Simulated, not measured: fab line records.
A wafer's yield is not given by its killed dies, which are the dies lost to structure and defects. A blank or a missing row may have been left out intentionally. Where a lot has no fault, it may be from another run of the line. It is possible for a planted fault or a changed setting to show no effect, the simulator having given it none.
Which tool did it? ; flow gf180mcu ; Sampling: 14 lots, 42 wafers, 3 of 602 route steps

WHAT THE GAUGES READ, wafer by wafer
GF_V2_THK_MEAS_25: measures by xrf. Usual: for V2_W_THK the level is 375 nm and the standard deviation is 4.8.
lot;measured;on;V2_W_THK (nm);flag
L993;day 20 05:55;film-metro-02;379 375 381;
L995;day 21 02:54;film-metro-02;371 381 376;
L994;day 21 03:28;film-metro-04;374 379 374;
L996;day 21 07:44;film-metro-04;373 372 377;
L998;day 22 06:35;film-metro-04;366 372 364;
L997;day 22 08:11;film-metro-02;372 367 370;
L999;day 22 20:55;film-metro-04;375 371 379;
L100;day 23 02:34;film-metro-04;375 372 368;
L101;day 23 06:30;film-metro-02;374 375 378;
L102;day 24 02:04;film-metro-02;376 371 371;
L105;day 24 15:41;film-metro-02;376 366 374;
L108;day 25 16:59;film-metro-04;382 377 377;
L113;day 27 12:47;film-metro-02;375 375 374;
L114;day 27 13:10;film-metro-04;370 372 374;

GF_M3_OVL_MEAS_15. Usual: for M3_OVL the level is 0 nm and the standard deviation is 5.8.
lot;measured;on;M3_OVL (nm);flag
L993;day 21 07:02;overlay-02;-1 3 4;
L995;day 22 02:58;overlay-01;-5 -8 1;
L994;day 22 03:19;overlay-02;2 -5 0;
L996;day 22 07:55;overlay-02;1 1 1;
L998;day 23 06:47;overlay-02;-7 -8 -11;
L997;day 23 08:05;overlay-02;1 -1 1;
L999;day 23 19:46;overlay-02;-2 8 -5;
L100;day 24 02:02;overlay-01;-1 6 -7;
L101;day 24 05:11;overlay-01;14 4 -1;
L102;day 25 00:35;overlay-02;2 -2 7;
L105;day 25 14:00;overlay-01;5 4 4;
L108;day 26 14:35;overlay-01;4 3 -1;
L113;day 28 09:22;overlay-01;-4 -5 1;
L114;day 28 09:53;overlay-02;-22 -6 2;

GF_V3_CD_MEAS_14: target cd 260 nm. Usual: cd-nm reads 259.6 nm (standard deviation 1.3).
lot;measured;on;cd-nm (nm);flag
L993;day 22 07:53;cd-sem-02;261.5 261.0 260.2;
L995;day 23 02:50;cd-sem-02;260.1 259.5 259.3;
L994;day 23 03:27;cd-sem-02;258.7 258.0 257.7;
L996;day 23 07:59;cd-sem-01;258.2 259.2 258.0;
L998;day 24 06:42;cd-sem-02;256.7 258.1 257.7;
L997;day 24 07:19;cd-sem-01;259.4 259.9 259.5;
L999;day 24 19:14;cd-sem-02;261.2 259.3 261.5;
L100;day 25 01:20;cd-sem-02;261.1 261.3 261.7;
L101;day 25 04:49;cd-sem-01;259.7 260.3 260.1;
L102;day 25 23:27;cd-sem-01;258.7 259.4 259.0;
L105;day 26 12:04;cd-sem-01;259.7 257.6 258.0;
L108;day 27 11:59;cd-sem-02;259.1 257.6 259.0;
L113;day 29 05:55;cd-sem-02;260.3 259.7 261.0;
L114;day 29 06:45;cd-sem-01;259.6 259.7 259.3;

EACH LOT AND THE TOOL THAT RAN IT (in order: tool; ch and the chambers of the sampled wafers; start)
No process step before these readings appears in the record.

AS READ BY THE TOOLS THEMSELVES (means over the sampled wafers that have a number; for cases with no such wafer, the mark the record gives instead)
The record holds no such reading with a usual standard deviation.

THE ANSWER, worked out from the rows above alone
Rule: a lot counts as off when the mean over its wafers that have a number is more than 3 standard deviations away from the usual mean. Also off: a lot with no number at a reading for which 4 or more lots have one. All remaining lots with rows at the step are treated as sound. After the gauges, taken in route order, come the tools' own readings; for these a lot's mean is taken, as printed above. The first step at which some lot is off is used, and at that step the reading that is off furthest; a lot without a number counts as furthest.
No lot is off on any of the readings shown, so nothing can be concluded from this.

WHAT THE SIMULATOR HAD INSERTED
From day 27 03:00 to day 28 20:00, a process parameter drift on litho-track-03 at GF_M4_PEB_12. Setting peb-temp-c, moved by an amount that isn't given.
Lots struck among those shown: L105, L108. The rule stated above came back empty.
